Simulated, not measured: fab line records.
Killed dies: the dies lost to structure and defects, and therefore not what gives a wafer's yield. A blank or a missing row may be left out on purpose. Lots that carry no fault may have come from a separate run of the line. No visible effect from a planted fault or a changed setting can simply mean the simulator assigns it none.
fab line records ; flow sky130
record lots=6; wafers=18; last-day=50
route steps=708 shown VIA3@587 METAL4@598 PAD_OPEN@708
lots that met no fault: from a run of the same line without faults
start-h: hours from the record's first day to the start of the lot's first wafer shown ; wait-h: hours since the lot's step before ; " the same as in the row above ; L1.1+2: a row that stands for several wafers ; - no value, or no start was given ; * or withheld: withheld ; < > ~ a bound
route shown NAME@n: a module of which the file shows steps, and the number in the route of the first ; usual: mean and standard deviation over wafers with no fault ; same: alike in all rows ; chamber/n: place in a boat ; sites: per-site readings ; _std_site: standard deviation across them ; _edge_site: the outer-site mean with the inner-site mean subtracted ; radius-mm: how far each site lies from the wafer's centre ; mask NAME#n: copy n ; behind: the tool/chamber that last shaped the wafer ; hold: cause of the lot's hold/its duration in hours/its outcome ; device: the transistor (n, p or np) that didn't switch ; end of line: the tests these same wafers got at the end of their route ; a step without rows: its recipe alone ; killed: count of dies lost to structure and defects at first sort (not the wafer's yield) ; map: the dies of a wafer, with x for killed, . for not killed, _ for no die there
set.NAME: the setting the step ran with; set.NAME@STEP: the setting that earlier step ran with ; model.NAME: the simulator's own value behind a step, which no gauge read
certain route steps with their lots: each step a table, each wafer a row
services: the hour from which a tool's chamber was out of use, counted from the record's first day as start-h (under 0 if before that day), plus the number of hours and why
## steps
# step SKY_VIA3_ETCH_14
# recipe chemistry=N2/H2; target=BARC; ion-energy-ev=200; source-w=500; bias-w=100; pressure-mtorr=30; n2-flow-sccm=100; h2-flow-sccm=200; stop-on=SiO2; time-s=45.9; target-depth-a=600
# step SKY_VIA3_ETCH_15
# recipe target=SiO2; chemistry=C4F8/O2/Ar; target-depth-nm=507; stop-on=TiN; mask-material=KrF-thick; source-w=1500; bias-w=1200; pressure-mtorr=40; c4f8-flow-sccm=withheld; O2_flow_sccm=6; Ar_flow_sccm=300; time-s=78
# usual oes-product-au=0.947/0.0043
lot.wafer;tool;chamber;start-h;wait-h;oes-product-au;rf-hours-counter-h
L849.1;rie-diel-03;1;931.70;0.0;0.955;7
L849.3;rie-diel-03;2;931.70;0.0;0.943;4
L849.4;rie-diel-03;3;931.70;0.0;0.954;11
L852.2;rie-diel-03;2;981.81;0.0;0.949;5
L852.3;rie-diel-03;0;981.81;0.0;0.946;18
L852.4;rie-diel-03;3;981.81;0.0;0.947;13
L857.2;rie-diel-01;1;990.39;0.0;0.942;22
L857.3;rie-diel-01;2;990.39;0.0;0.946;21
L857.4;rie-diel-01;0;990.39;0.0;0.946;17
L856.3;rie-diel-04;0;993.36;0.0;0.956;13
L856.4;rie-diel-04;2;993.36;0.0;0.953;6
L856.6;rie-diel-04;1;993.36;0.0;0.956;-
L865.2;rie-diel-03;2;1043.31;0.0;0.943;7
L865.4;rie-diel-03;3;1043.31;0.0;0.946;15
L865.6;rie-diel-03;1;1043.31;0.0;0.947;-
L870.3;rie-diel-03;1;1079.69;0.0;0.947;12
L870.4;rie-diel-03;3;1079.69;0.0;0.948;16
L870.6;rie-diel-03;0;1079.69;0.0;0.944;-
# step SKY_VIA3_STRIP_16
# recipe chemistry=O2/N2; power-w=1400; pressure-mtorr=1500; platen-temp-c=withheld; o2-flow-sccm=3000; n2-flow-sccm=300; overash-fraction=0.5
# usual drypump-motor-current-A=5.6/0.47; oes-product-au=0.402/0.0045; strip-time-to-endpoint-s=4.135/0.027
# same overash-fraction=0.5
lot.wafer;tool;chamber;start-h;wait-h;drypump-motor-current-A;oes-product-au;rf-hours-counter-h;strip-time-to-endpoint-s
L849.1;plasma-asher-01;1;931.76;0.0;6.4;0.406;113;4.174
L849.3;plasma-asher-01;1;931.76;0.0;6.4;0.403;-;4.194
L849.4;plasma-asher-01;0;931.76;0.0;6.2;0.408;-;4.169
L852.2;plasma-asher-02;1;981.87;0.0;5.7;0.409;56;4.168
L852.3;plasma-asher-02;1;981.87;0.0;5.7;0.398;-;4.143
L852.4;plasma-asher-02;0;981.87;0.0;4.9;0.404;-;4.115
L857.2;plasma-asher-02;1;990.45;0.0;5.7;0.404;57;4.093
L857.3;plasma-asher-02;0;990.45;0.0;4.8;0.399;-;4.079
L857.4;plasma-asher-02;1;990.45;0.0;5.7;0.400;-;4.106
L856.3;plasma-asher-02;0;993.45;0.1;4.9;0.399;-;4.092
L856.4;plasma-asher-02;1;993.45;0.1;5.7;0.406;-;4.123
L856.6;plasma-asher-02;0;993.45;0.1;4.8;0.408;-;4.136
L865.2;plasma-asher-02;1;1043.37;0.0;5.7;0.396;63;4.144
L865.4;plasma-asher-02;1;1043.37;0.0;5.7;0.406;-;4.147
L865.6;plasma-asher-02;0;1043.37;0.0;4.9;0.403;-;4.149
L870.3;plasma-asher-01;1;1079.78;0.1;6.3;0.395;-;4.127
L870.4;plasma-asher-01;0;1079.78;0.1;6.1;0.399;-;4.113
L870.6;plasma-asher-01;1;1079.78;0.1;6.4;0.405;-;4.143
# step SKY_VIA3_STRIP_17
# recipe chemistry=post-etch-residue-remover; time-s=1200; temp-c=72.5
# step SKY_VIA3_CLEAN_18
# recipe chemistry=IPA; time-s=180; temp-c=25
# step SKY_VIA3_CLEAN_19
# recipe chemistry=O3/DIW; dry=n2-spin
# step SKY_VIA3_SPUTTER_20
# recipe material=TiN; target-thk-nm=20; chamber-pressure-pa=5; power-w=4000; time-s=80
# usual chamber-pressure-pa=5.000/0.011; throttle-valve-pct=29.5/1
lot.wafer;tool;chamber;start-h;wait-h;chamber-pressure-pa;throttle-valve-pct
L849.1;pvd-sputter-03;-;932.37;0.0;5.003;30.9
L849.3;pvd-sputter-03;-;932.37;0.0;5.013;27.9
L849.4;pvd-sputter-03;-;932.37;0.0;4.984;29.0
L852.2;pvd-sputter-04;-;982.46;0.0;4.998;29.4
L852.3;pvd-sputter-04;-;982.46;0.0;4.988;30.9
L852.4;pvd-sputter-04;-;982.46;0.0;5.007;29.2
L857.2;pvd-sputter-03;-;991.04;0.0;5.011;29.0
L857.3;pvd-sputter-03;-;991.04;0.0;5.002;28.1
L857.4;pvd-sputter-03;-;991.04;0.0;5.000;30.6
L856.3;pvd-sputter-01;-;994.02;0.0;4.990;29.9
L856.4;pvd-sputter-01;-;994.02;0.0;5.018;29.8
L856.6;pvd-sputter-01;-;994.02;0.0;4.997;27.6
L865.2;pvd-sputter-04;-;1043.96;0.0;4.989;29.5
L865.4;pvd-sputter-04;-;1043.96;0.0;4.999;29.8
L865.6;pvd-sputter-04;-;1043.96;0.0;4.968;30.1
L870.3;pvd-sputter-04;-;1080.34;0.0;5.007;29.4
L870.4;pvd-sputter-04;-;1080.34;0.0;5.013;30.3
L870.6;pvd-sputter-04;-;1080.34;0.0;5.019;30.1
# step SKY_VIA3_CVD_21
# recipe material=W; target-thk-nm=390; time-s=117.31; temp-c=400; pressure-torr=40
# step SKY_VIA3_RS_MEAS_22
# recipe thk-meas-gauge=four-point-probe; reads=W_of_VIA3_CVD_21+TiN_of_VIA3_SPUTTER_20
# usual VIA3_W_RS=0.294/0.0046
lot.wafer;tool;chamber;start-h;wait-h;VIA3_W_RS[ohm/sq]
L849.1;film-metro-03;-;932.55;0.1;0.293
L849.3;film-metro-03;-;932.55;0.1;0.293
L849.4;film-metro-03;-;932.55;0.1;0.294
L852.2;film-metro-04;-;982.66;0.1;0.294
L852.3;film-metro-04;-;982.66;0.1;0.288
L852.4;film-metro-04;-;982.66;0.1;0.294
L857.2;film-metro-03;-;991.24;0.1;0.288
L857.3;film-metro-03;-;991.24;0.1;0.291
L857.4;film-metro-03;-;991.24;0.1;0.287
L856.3;film-metro-03;-;994.24;0.1;0.297
L856.4;film-metro-03;-;994.24;0.1;0.297
L856.6;film-metro-03;-;994.24;0.1;0.294
L865.2;film-metro-01;-;1044.17;0.1;0.287
L865.4;film-metro-01;-;1044.17;0.1;0.287
L865.6;film-metro-01;-;1044.17;0.1;0.289
L870.3;film-metro-03;-;1080.56;0.1;0.288
L870.4;film-metro-03;-;1080.56;0.1;0.297
L870.6;film-metro-03;-;1080.56;0.1;0.300
# step SKY_VIA3_THK_MEAS_23
# recipe thk-meas-gauge=xrf; reads=W_of_VIA3_CVD_21
# usual VIA3_W_THK=393/7.3
lot.wafer;tool;chamber;start-h;wait-h;VIA3_W_THK[nm]
L849.1;film-metro-03;-;932.67;0.1;394
L849.3;film-metro-03;-;932.67;0.1;395
L849.4;film-metro-03;-;932.67;0.1;395
L852.2;film-metro-04;-;982.77;0.1;385
L852.3;film-metro-04;-;982.77;0.1;397
L852.4;film-metro-04;-;982.77;0.1;388
L857.2;film-metro-03;-;991.35;0.1;408
L857.3;film-metro-03;-;991.35;0.1;403
L857.4;film-metro-03;-;991.35;0.1;412
L856.3;film-metro-03;-;994.34;0.1;395
L856.4;film-metro-03;-;994.34;0.1;396
L856.6;film-metro-03;-;994.34;0.1;398
L865.2;film-metro-01;-;1044.28;0.1;399
L865.4;film-metro-01;-;1044.28;0.1;398
L865.6;film-metro-01;-;1044.28;0.1;396
L870.3;film-metro-03;-;1080.66;0.1;403
L870.4;film-metro-03;-;1080.66;0.1;391
L870.6;film-metro-03;-;1080.66;0.1;385
# step SKY_VIA3_CMP_24
# recipe stop-on=SiO2; t-overpolish-s=20; down-force-psi=3.5; platen-rpm=60; target-thk-nm=0; pad-velocity-m-s=0.94248
# usual head-pressure-psi=3.500/0.0074; motor-current-A=11.2/1.4; overpolish-run-s=20.001/0.0083; time-to-endpoint-s=97/4.6
lot.wafer;tool;chamber;start-h;wait-h;head-pressure-psi;motor-current-A;overpolish-run-s;time-to-endpoint-s
L849.1;cmp-01;1;932.73;0.1;3.500;12.9;19.974;95
L849.3;cmp-01;3;932.73;0.1;3.499;10.2;20.013;93
L849.4;cmp-01;0;932.73;0.1;3.494;13.1;20.007;92
L852.3;cmp-01;1;982.82;0.0;3.488;11.7;19.998;102
L852.2;cmp-01;2;982.82;0.0;3.495;11.5;20.006;97
L852.4;cmp-01;3;982.82;0.0;3.505;10.0;20.001;97
L857.4;cmp-02;3;991.40;0.0;3.496;8.6;20.000;91
L857.3;cmp-02;0;991.40;0.0;3.505;10.4;20.003;99
L857.2;cmp-02;2;991.40;0.0;3.503;11.4;19.996;99
L856.4;cmp-01;1;994.38;0.0;3.502;12.4;20.003;93
L856.3;cmp-01;0;994.38;0.0;3.502;12.8;19.997;88
L856.6;cmp-01;1;994.38;0.0;3.509;12.5;20.003;97
L865.2;cmp-02;3;1044.44;0.2;3.501;8.2;19.991;99
L865.4;cmp-02;0;1044.44;0.2;3.493;11.5;20.029;109
L865.6;cmp-02;3;1044.44;0.2;3.487;8.3;19.998;98
L870.3;cmp-02;0;1080.70;0.0;3.510;12.0;20.012;105
L870.4;cmp-02;1;1080.70;0.0;3.504;10.8;20.011;101
L870.6;cmp-02;0;1080.70;0.0;3.506;11.0;19.996;102
# step SKY_METAL4_SPUTTER_00
# recipe material=Ti; target-thk-nm=15; power-w=3000; time-s=10; chamber-pressure-pa=0.4
# step SKY_METAL4_SPUTTER_01
# recipe material=TiN; target-thk-nm=20; power-w=6500; time-s=16.7; chamber-pressure-pa=0.4
# usual chamber-pressure-pa=0.4000/0.00074; throttle-valve-pct=29.7/0.81
lot.wafer;tool;chamber;start-h;wait-h;chamber-pressure-pa;throttle-valve-pct;model.TiN_of_METAL4_SPUTTER_01.thk-nm
L849.1;pvd-sputter-02;-;933.06;0.0;0.4010;30.7;19.96
L849.3;pvd-sputter-02;-;933.06;0.0;0.3992;29.3;20.13
L849.4;pvd-sputter-02;-;933.06;0.0;0.3994;29.3;20.39
L852.2;pvd-sputter-02;-;983.14;0.0;0.3986;29.1;19.89
L852.3;pvd-sputter-02;-;983.14;0.0;0.3985;29.5;20.16
L852.4;pvd-sputter-02;-;983.14;0.0;0.4011;30.4;19.86
L857.2;pvd-sputter-02;-;991.72;0.0;0.4002;29.4;27.03
L857.3;pvd-sputter-02;-;991.72;0.0;0.4006;30.6;27.02
L857.4;pvd-sputter-02;-;991.72;0.0;0.4010;29.6;27.2
L856.3;pvd-sputter-02;-;994.70;0.0;0.4011;29.2;26.94
L856.4;pvd-sputter-02;-;994.70;0.0;0.3992;30.5;26.73
L856.6;pvd-sputter-02;-;994.70;0.0;0.4006;30.1;26.64
L865.2;pvd-sputter-01;-;1044.71;0.0;0.4004;30.0;19.94
L865.4;pvd-sputter-01;-;1044.71;0.0;0.3994;27.8;19.91
L865.6;pvd-sputter-01;-;1044.71;0.0;0.3997;27.9;19.81
L870.3;pvd-sputter-01;-;1081.03;0.0;0.4007;30.1;20.15
L870.4;pvd-sputter-01;-;1081.03;0.0;0.3999;27.8;20.1
L870.6;pvd-sputter-01;-;1081.03;0.0;0.4006;29.7;20.12
# step SKY_METAL4_SPUTTER_02
# recipe material=AlCu; target-thk-nm=735; power-w=10600; time-s=39.1; chamber-pressure-pa=0.4
# usual chamber-pressure-pa=0.4000/0.00082; throttle-valve-pct=29.7/0.81
lot.wafer;tool;chamber;start-h;wait-h;chamber-pressure-pa;throttle-valve-pct
L849.1;pvd-sputter-02;-;933.08;0.0;0.4000;30.8
L849.3;pvd-sputter-02;-;933.08;0.0;0.3993;29.3
L849.4;pvd-sputter-02;-;933.08;0.0;0.4001;29.5
L852.2;pvd-sputter-02;-;983.17;0.0;0.3994;29.1
L852.3;pvd-sputter-02;-;983.17;0.0;0.4013;29.3
L852.4;pvd-sputter-02;-;983.17;0.0;0.4001;30.5
L857.2;pvd-sputter-02;-;991.75;0.0;0.3987;29.6
L857.3;pvd-sputter-02;-;991.75;0.0;0.3995;30.6
L857.4;pvd-sputter-02;-;991.75;0.0;0.4010;29.5
L856.3;pvd-sputter-02;-;994.73;0.0;0.3995;29.5
L856.4;pvd-sputter-02;-;994.73;0.0;0.4005;30.7
L856.6;pvd-sputter-02;-;994.73;0.0;0.4020;30.5
L865.2;pvd-sputter-01;-;1044.74;0.0;0.3989;30.0
L865.4;pvd-sputter-01;-;1044.74;0.0;0.4014;27.9
L865.6;pvd-sputter-01;-;1044.74;0.0;0.4005;27.7
L870.3;pvd-sputter-01;-;1081.05;0.0;0.4008;30.2
L870.4;pvd-sputter-01;-;1081.05;0.0;0.4003;27.9
L870.6;pvd-sputter-01;-;1081.05;0.0;0.4012;29.7
# step SKY_PAD_OPEN_PROBE_99
# usual defect-limited-yield=82.9/2; killed_at_M0_to_M3=42/7.4; killed_at_M4_up=3.3/2.1; killed-at-contacts=24/5.3; killed-at-front-end=15/4.5; killed-at-other=0.3/0.57; killed-dies=84/10; killed-open=46/7.5; killed-short=38/6.4; sort_bin_3_pad_short=0.9/0.44; sort_bin_5_function=10.2/1.5; sort_bin_6_memory=6.0/1.1; sort-n-pass=408/10; sort-yield-pct=82.9/2
# same gross-dies=492; killed-at-back-side=0; sort_bin_4_leakage[%]=0; sort_bin_8_speed[%]=0
lot.wafer;tool;chamber;start-h;wait-h;defect-limited-yield[%];killed_at_M0_to_M3;killed_at_M4_up;killed-at-contacts;killed-at-front-end;killed-at-other;killed-dies;killed-open;killed-short;sort_bin_3_pad_short[%];sort_bin_5_function[%];sort_bin_6_memory[%];sort-n-pass;sort-yield-pct[%]
L852.2;prober-02;-;1119.14;0.1;80.5;49;7;24;14;2;96;53;43;0.2;11.8;7.5;396;80.5
L852.3;prober-02;-;1119.19;0.2;81.9;52;3;21;13;0;89;41;48;1.4;11.8;4.9;403;81.9
L852.4;prober-02;-;1119.24;0.2;83.3;36;4;27;15;0;82;44;37;0.2;10.8;5.7;410;83.3
L856.3;prober-01;-;1130.03;0.2;79.3;57;6;22;17;0;102;59;43;0.4;13.2;7.1;390;79.3
L856.4;prober-01;-;1130.08;0.2;78.0;54;4;31;19;0;108;58;50;0.8;13.2;7.9;384;78.0
L856.6;prober-01;-;1130.18;0.2;83.5;33;5;30;13;0;81;45;36;0.2;10.4;5.9;411;83.5
L870.3;prober-01;-;1196.18;0.2;86.0;40;1;24;4;0;69;47;22;0.8;8.9;4.3;423;86.0
L870.4;prober-01;-;1196.23;0.2;86.6;35;2;18;11;0;66;36;30;0.4;7.5;5.5;426;86.6
L870.6;prober-01;-;1196.33;0.2;83.9;38;5;21;15;0;79;37;42;1.2;11.0;3.9;413;83.9
# killed by level:class
L852.2 VIA1:geometric-particle:open=13 VIA2:geometric-particle:open=10 CONTACT:geometric-particle:open=7 LI_CONTACT:geometric-particle:short=6 METAL2:geometric-particle:short=6 METAL4:geometric-particle:short=6 LI_CONTACT:geometric-particle:open=5 VIA3:geometric-particle:open=4
L852.3 METAL1:geometric-particle:short=10 VIA1:geometric-particle:open=8 CONTACT:geometric-particle:open=7 VIA2:geometric-particle:open=7 VIA1:geometric-particle:short=6 VIA3:geometric-particle:open=6 VIA3:geometric-particle:short=6 LOCAL_INTERCONNECT:geometric-particle:short=5
L852.4 CONTACT:geometric-particle:open=10 VIA1:geometric-particle:open=8 LOCAL_INTERCONNECT:geometric-particle:short=6 METAL1:geometric-particle:short=6 POLY_GATE:geometric-particle:open=5 LI_CONTACT:geometric-particle:open=5 VIA1:geometric-particle:short=4 CONTACT:geometric-particle:short=4
L856.3 VIA1:geometric-particle:open=13 CONTACT:geometric-particle:open=11 METAL2:geometric-particle:short=9 METAL1:geometric-particle:short=7 VIA3:geometric-particle:open=7 LI_CONTACT:geometric-particle:open=6 POLY_GATE:geometric-particle:open=4 VIA1:geometric-particle:short=4
L856.4 CONTACT:geometric-particle:open=14 LI_CONTACT:geometric-particle:open=10 METAL2:geometric-particle:short=8 VIA1:geometric-particle:open=8 CONTACT:geometric-particle:short=7 METAL1:geometric-particle:short=7 VIA3:geometric-particle:open=7 POLY_GATE:geometric-particle:short=6
L856.6 CONTACT:geometric-particle:open=11 VIA1:geometric-particle:open=9 VIA3:geometric-particle:open=7 VIA3:geometric-particle:short=6 VIA1:geometric-particle:short=5 CONTACT:geometric-particle:short=5 POLY_GATE:geometric-particle:open=4 LI_CONTACT:geometric-particle:short=4
L870.3 VIA1:geometric-particle:open=13 LI_CONTACT:geometric-particle:open=9 CONTACT:geometric-particle:open=6 VIA2:geometric-particle:open=6 VIA3:geometric-particle:open=6 METAL2:geometric-particle:short=5 CONTACT:geometric-particle:short=3 METAL1:geometric-particle:short=3
L870.4 VIA1:geometric-particle:open=11 METAL2:geometric-particle:short=6 FIELD_ISO:geometric-particle:short=4 LI_CONTACT:geometric-particle:open=4 CONTACT:geometric-particle:open=4 METAL1:geometric-particle:short=4 VIA2:geometric-particle:open=4 VIA3:geometric-particle:open=4
L870.6 VIA1:geometric-particle:open=11 METAL1:geometric-particle:short=8 CONTACT:geometric-particle:open=6 LOCAL_INTERCONNECT:geometric-particle:short=6 CONTACT:geometric-particle:short=6 POLY_GATE:geometric-particle:short=5 METAL2:geometric-particle:short=5 VIA3:geometric-particle:open=5
## services
tool;chamber;start-h;hours;kind
pvd-sputter-04;-;911.62;2.0;repair
cmp-02;-;912.54;0.9;repair
cmp-01;-;916.76;4.0;pm
pvd-sputter-02;-;938.69;2.4;repair
rie-diel-01;0;945.56;3.9;repair
pvd-sputter-01;-;945.79;17.2;repair
pvd-sputter-02;-;946.04;2.1;repair
plasma-asher-01;-;957.25;1.2;repair
pvd-sputter-03;-;965.62;10.3;repair
plasma-asher-01;-;968.18;7.1;repair
rie-diel-04;-;973.22;15.6;pm
pvd-sputter-03;-;974.49;2.7;repair
cmp-01;-;992.65;0.4;repair
rie-diel-04;-;1017.06;0.3;repair
rie-diel-01;0;1018.28;12.3;repair
rie-diel-03;-;1028.44;2.8;pm
cmp-02;-;1035.16;9.2;pm
pvd-sputter-02;-;1037.62;3.0;repair
plasma-asher-01;-;1055.35;9.0;pm
rie-diel-01;0;1056.91;7.2;repair
pvd-sputter-03;-;1057.93;12.8;repair
pvd-sputter-01;-;1059.73;1.0;repair
rie-diel-01;-;1059.97;2.8;pm
rie-diel-01;2;1075.00;7.4;repair
## key
first-sign none at tools or gauges
model-effect step=SKY_METAL4_SPUTTER_01; value=TiN_of_METAL4_SPUTTER_01.thk-nm; without=20.02; struck=26.93
met-at SKY_METAL4_SPUTTER_01
struck-wafers L856.3,L856.4,L856.6,L857.2,L857.3,L857.4
onset-between 983.14 991.72
fault kind=process-parameter-drift; tool=pvd-sputter-02; chamber=-; onset-h=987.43; steps=SKY_METAL4_SPUTTER_01; channel=target-thk-nm; offset=6.9108; shape=step; end-h=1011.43; acts-in=these-recipes-only; stated=20
